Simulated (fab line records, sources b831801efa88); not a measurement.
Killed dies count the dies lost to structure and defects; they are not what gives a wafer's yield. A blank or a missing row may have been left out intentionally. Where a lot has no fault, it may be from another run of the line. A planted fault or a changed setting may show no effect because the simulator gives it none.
Split-lot experiment | flow gf180mcu | route with 602 steps; 5 lots, 23 wafers read

## THE SPLIT ITSELF
At GF_M4_METAL_ETCH_16 (etches the open film in Cl2/BCl3, stops on SiO2, target depth 627.5 nm, time 104.6 s), the setting time_s was moved away from the recipe's 104.6 s on 11 of the 23 wafers read, by -4.3% to +12.4%. This setting was run at the recipe's value on the other wafers.

The file shows no step between the split and the reading.

## THE READING
oes_product_au, in a.u., at GF_M4_STRIP_17 (strips in O2/N2). Fault-free wafers of this fab line usually give 0.560 a.u., standard deviation 0.0041 a.u.

wafer  | tool, chamber at the split | time_s as run, s | against the recipe | oes_product_au, a.u. | against lot-mates on the recipe
L074.1 | rie_metal-03, 1            | 104.6            | recipe             | 0.562                | -
L074.4 | rie_metal-03, 1            | 104.6            | recipe             | 0.556                | -
L074.6 | rie_metal-03, 1            | 104.6            | recipe             | 0.560                | -
L078.1 | rie_metal-01, 1,0          | 117.6            | +12.4%             | 0.544                | -0.017
L078.2 | rie_metal-01, 0            | 104.6            | recipe             | 0.557                | -
L078.3 | rie_metal-01, 0            | 104.6            | recipe             | 0.565                | -
L078.4 | rie_metal-01, 1            | 117.6            | +12.4%             | 0.543                | -0.018
L078.6 | rie_metal-01, 1,0          | 117.6            | +12.4%             | 0.542                | -0.019
L079.1 | rie_metal-03, 1            | 104.6            | recipe             | 0.559                | -
L079.2 | rie_metal-03, 0            | 100.1            | -4.3%              | 0.567                | +0.005
L079.3 | rie_metal-03, 1            | 104.6            | recipe             | 0.559                | -
L079.5 | rie_metal-03, 0            | 100.1            | -4.3%              | 0.562                | +0.000
L079.6 | rie_metal-03, 1            | 104.6            | recipe             | 0.568                | -
L082.1 | rie_metal-01, 0            | 104.6            | recipe             | 0.560                | -
L082.3 | rie_metal-01, 1            | 111.9            | +7.0%              | 0.548                | -0.012
L082.4 | rie_metal-01, 0,1          | 111.9            | +7.0%              | 0.542                | -0.018
L082.5 | rie_metal-01, 0            | 104.6            | recipe             | 0.561                | -
L082.6 | rie_metal-01, 0,1          | 111.9            | +7.0%              | 0.552                | -0.008
L085.1 | rie_metal-02, 1            | 111.4            | +6.5%              | 0.556                | -0.005
L085.2 | rie_metal-02, 0            | 111.4            | +6.5%              | 0.554                | -0.007
L085.4 | rie_metal-02, 1            | 111.4            | +6.5%              | 0.554                | -0.007
L085.5 | rie_metal-02, 1            | 104.6            | recipe             | 0.558                | -
L085.6 | rie_metal-02, 0            | 104.6            | recipe             | 0.565                | -
Rows listing several chambers each stand for several wafers; the file does not say which wafer went through which chamber.

FIT RESULTS
A straight line over all 23 wafers: oes_product_au changes by -0.00138 a.u. for each +1% of time_s; r = -0.89; the points scatter about the line by 0.0037 a.u.
The same after taking each lot's own level away (the mean of its wafers on the recipe; 23 wafers): -0.00137 a.u. for each +1%; r = -0.89; scatter 0.0036 a.u.
That fit puts the effect of the largest move of time_s on the reading at 0.017 a.u.
The span of the lots' own levels, 0.5593 to 0.5620 a.u., comes to 0.7 times the standard deviation stated above.
The two slopes agree, so the slope changes little with the lot-to-lot level.
Check: for one of the wafers moved furthest among these (+12.4%), held out of the fit, the line's prediction against its lot-mates is -0.0178 a.u. Against them it came out at -0.017 a.u.

## THE OTHER SPLITS THESE WAFERS WENT THROUGH
These wafers also went through other splits before the reading. Each is held against what the fit with the lots' levels taken away leaves over:
other split on the same wafers | wafers away from the commonest value | r with oes_product_au (lot level and that fit taken away)
GF_V2_PEB_12 peb_time_s        | 8                                    | -0.08
GF_V2_CVD_23 temp_c            | 9                                    | -0.27
GF_M3_SPUTTER_02 power_w       | 8                                    | -0.16
GF_M4_SPUTTER_01 power_w       | 4                                    | -0.21

## THE WHOLE CHAIN: every reading that the file lists as answering this split, in the file's order
step                | what it does                                                                         | reading                                                                   | change (the file's fit)                   | r (the file's)
GF_M4_METAL_ETCH_16 | etches the open film in Cl2/BCl3, stops on SiO2, target depth 627.5 nm, time 104.6 s | KrF_of_M4_COAT_09.thk_nm (the simulator's own value, which no gauge read) | -2.4 nm for each +1% of the setting       | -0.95
GF_M4_STRIP_17      | strips in O2/N2                                                                      | oes_product_au                                                            | -0.00142 a.u. for each +1% of the setting | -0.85
GF_M4_STRIP_17      | strips in O2/N2                                                                      | strip_time_to_endpoint_s                                                  | withheld for each +1% of the setting      | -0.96

## FILE'S OWN FIT
oes_product_au changes by -0.00142 a.u. for each +1% of time_s, r = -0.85.
